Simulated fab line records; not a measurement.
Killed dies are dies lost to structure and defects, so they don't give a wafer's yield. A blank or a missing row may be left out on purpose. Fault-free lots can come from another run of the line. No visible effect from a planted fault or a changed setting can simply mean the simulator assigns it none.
Split-lot experiment / flow sky130 / 23 wafers read across 5 lots, on a route 708 steps long

## THE SPLIT ITSELF
At SKY_POLY_CUT_COAT_03 (resist thk 450 nm), the setting spin_rpm was moved away from the recipe's 3000 rpm on 8 of the 23 wafers read, by -6.6% to -3.2%. The other wafers ran this setting at the recipe's value.

The reading is taken at the split's own step.

## THE READING
KrF-thick_of_POLY_CUT_COAT_03.thk_nm (the simulator's own value, which no gauge read), in nm, at SKY_POLY_CUT_COAT_03 (resist thk 450 nm). The file does not state a usual value for it. Here, 15 wafers ran the recipe; their average is 451.9 nm with a standard deviation of 0.9 nm.

wafer=L075.1; tool, chamber at the split=litho_track-02, 0; spin_rpm as run, rpm=3000; against the recipe=recipe; KrF-thick_of_POLY_CUT_COAT_03.thk_nm, nm=453.6; against lot-mates on the recipe=-
wafer=L075.2; tool, chamber at the split=litho_track-02, 0; spin_rpm as run, rpm=3000; against the recipe=recipe; KrF-thick_of_POLY_CUT_COAT_03.thk_nm, nm=452.9; against lot-mates on the recipe=-
wafer=L075.3; tool, chamber at the split=litho_track-02, 0; spin_rpm as run, rpm=3000; against the recipe=recipe; KrF-thick_of_POLY_CUT_COAT_03.thk_nm, nm=451.7; against lot-mates on the recipe=-
wafer=L075.4; tool, chamber at the split=litho_track-02, 0; spin_rpm as run, rpm=3000; against the recipe=recipe; KrF-thick_of_POLY_CUT_COAT_03.thk_nm, nm=452.6; against lot-mates on the recipe=-
wafer=L075.6; tool, chamber at the split=litho_track-02, 0; spin_rpm as run, rpm=3000; against the recipe=recipe; KrF-thick_of_POLY_CUT_COAT_03.thk_nm, nm=452.5; against lot-mates on the recipe=-
wafer=L077.2; tool, chamber at the split=litho_track-03, 0; spin_rpm as run, rpm=3000; against the recipe=recipe; KrF-thick_of_POLY_CUT_COAT_03.thk_nm, nm=452.1; against lot-mates on the recipe=-
wafer=L077.3; tool, chamber at the split=litho_track-03, 0; spin_rpm as run, rpm=3000; against the recipe=recipe; KrF-thick_of_POLY_CUT_COAT_03.thk_nm, nm=452.2; against lot-mates on the recipe=-
wafer=L077.5; tool, chamber at the split=litho_track-03, 0; spin_rpm as run, rpm=3000; against the recipe=recipe; KrF-thick_of_POLY_CUT_COAT_03.thk_nm, nm=450.9; against lot-mates on the recipe=-
wafer=L079.1; tool, chamber at the split=litho_track-02, 0; spin_rpm as run, rpm=3000; against the recipe=recipe; KrF-thick_of_POLY_CUT_COAT_03.thk_nm, nm=452.8; against lot-mates on the recipe=-
wafer=L079.2; tool, chamber at the split=litho_track-02, 0; spin_rpm as run, rpm=2905; against the recipe=-3.2%; KrF-thick_of_POLY_CUT_COAT_03.thk_nm, nm=460.7; against lot-mates on the recipe=+8.4
wafer=L079.4; tool, chamber at the split=litho_track-02, 0; spin_rpm as run, rpm=3000; against the recipe=recipe; KrF-thick_of_POLY_CUT_COAT_03.thk_nm, nm=451.7; against lot-mates on the recipe=-
wafer=L079.5; tool, chamber at the split=litho_track-02, 0; spin_rpm as run, rpm=2905; against the recipe=-3.2%; KrF-thick_of_POLY_CUT_COAT_03.thk_nm, nm=459.1; against lot-mates on the recipe=+6.9
wafer=L079.6; tool, chamber at the split=litho_track-02, 0; spin_rpm as run, rpm=2905; against the recipe=-3.2%; KrF-thick_of_POLY_CUT_COAT_03.thk_nm, nm=458.9; against lot-mates on the recipe=+6.6
wafer=L081.1; tool, chamber at the split=litho_track-03, 0; spin_rpm as run, rpm=3000; against the recipe=recipe; KrF-thick_of_POLY_CUT_COAT_03.thk_nm, nm=450.7; against lot-mates on the recipe=-
wafer=L081.2; tool, chamber at the split=litho_track-03, 0; spin_rpm as run, rpm=2803; against the recipe=-6.6%; KrF-thick_of_POLY_CUT_COAT_03.thk_nm, nm=465.5; against lot-mates on the recipe=+14.7
wafer=L081.3; tool, chamber at the split=litho_track-03, 0; spin_rpm as run, rpm=3000; against the recipe=recipe; KrF-thick_of_POLY_CUT_COAT_03.thk_nm, nm=451.2; against lot-mates on the recipe=-
wafer=L081.4; tool, chamber at the split=litho_track-03, 0; spin_rpm as run, rpm=3000; against the recipe=recipe; KrF-thick_of_POLY_CUT_COAT_03.thk_nm, nm=450.6; against lot-mates on the recipe=-
wafer=L081.6; tool, chamber at the split=litho_track-03, 0; spin_rpm as run, rpm=2803; against the recipe=-6.6%; KrF-thick_of_POLY_CUT_COAT_03.thk_nm, nm=465.9; against lot-mates on the recipe=+15.1
wafer=L085.1; tool, chamber at the split=litho_track-04, 0; spin_rpm as run, rpm=3000; against the recipe=recipe; KrF-thick_of_POLY_CUT_COAT_03.thk_nm, nm=452.4; against lot-mates on the recipe=-
wafer=L085.2; tool, chamber at the split=litho_track-04, 0; spin_rpm as run, rpm=2815; against the recipe=-6.2%; KrF-thick_of_POLY_CUT_COAT_03.thk_nm, nm=465.1; against lot-mates on the recipe=+13.6
wafer=L085.4; tool, chamber at the split=litho_track-04, 0; spin_rpm as run, rpm=2815; against the recipe=-6.2%; KrF-thick_of_POLY_CUT_COAT_03.thk_nm, nm=466.1; against lot-mates on the recipe=+14.6
wafer=L085.5; tool, chamber at the split=litho_track-04, 0; spin_rpm as run, rpm=3000; against the recipe=recipe; KrF-thick_of_POLY_CUT_COAT_03.thk_nm, nm=450.7; against lot-mates on the recipe=-
wafer=L085.6; tool, chamber at the split=litho_track-04, 0; spin_rpm as run, rpm=2815; against the recipe=-6.2%; KrF-thick_of_POLY_CUT_COAT_03.thk_nm, nm=466.5; against lot-mates on the recipe=+15.0

FIT RESULTS
A straight line over all 23 wafers: KrF-thick_of_POLY_CUT_COAT_03.thk_nm changes by -2.21 nm for each +1% of spin_rpm; r = -0.99; the points scatter about the line by 0.92 nm.
The same after taking each lot's own level away (the mean of its wafers on the recipe; 23 wafers): -2.3 nm for each +1%; r = -0.99; scatter 0.63 nm.
According to that fit, moving spin_rpm by its largest amount changes the reading by 15 nm.
The span of the lots' own levels, 450.83 to 452.66 nm, comes to 2.0 times the standard deviation stated above.
So the lot-to-lot level changes the slope little: the two slopes agree.
Check: with one of the wafers moved furthest among these (-6.6%) left out of the fit, the line predicts +15.2 nm for it against its lot-mates. Against them it came out at +14.7 nm.

## ADDITIONAL SPLITS CARRIED BY THESE WAFERS
Before the reading, these wafers also passed through other splits. Each is held against what the fit with the lots' levels taken away leaves over:
other split on the same wafers=SKY_LDD_HVP_COAT_02 spin_rpm; wafers away from the commonest value=4; r with KrF-thick_of_POLY_CUT_COAT_03.thk_nm (lot level and that fit taken away)=-0.20
other split on the same wafers=SKY_LDD_HVP_IMPLANT_08 dose_cm2; wafers away from the commonest value=11; r with KrF-thick_of_POLY_CUT_COAT_03.thk_nm (lot level and that fit taken away)=-0.06
other split on the same wafers=SKY_LDD_LDN_IMPLANT_09 energy_kev; wafers away from the commonest value=10; r with KrF-thick_of_POLY_CUT_COAT_03.thk_nm (lot level and that fit taken away)=+0.38

## THE WHOLE CHAIN: every reading that the file lists as answering this split, in the file's order
step=SKY_POLY_CUT_COAT_03; what it does=resist thk 450 nm; reading=KrF-thick_of_POLY_CUT_COAT_03.thk_nm (the simulator's own value, which no gauge read); change (the file's fit)=-2.3 nm for each +1% of the setting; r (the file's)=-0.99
step=SKY_POLY_CUT_STRIP_12; what it does=strips in O2/N2; reading=strip_time_to_endpoint_s; change (the file's fit)=withheld for each +1% of the setting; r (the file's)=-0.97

## FILE'S OWN FIT
KrF-thick_of_POLY_CUT_COAT_03.thk_nm changes by -2.3 nm for each +1% of spin_rpm, r = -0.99.
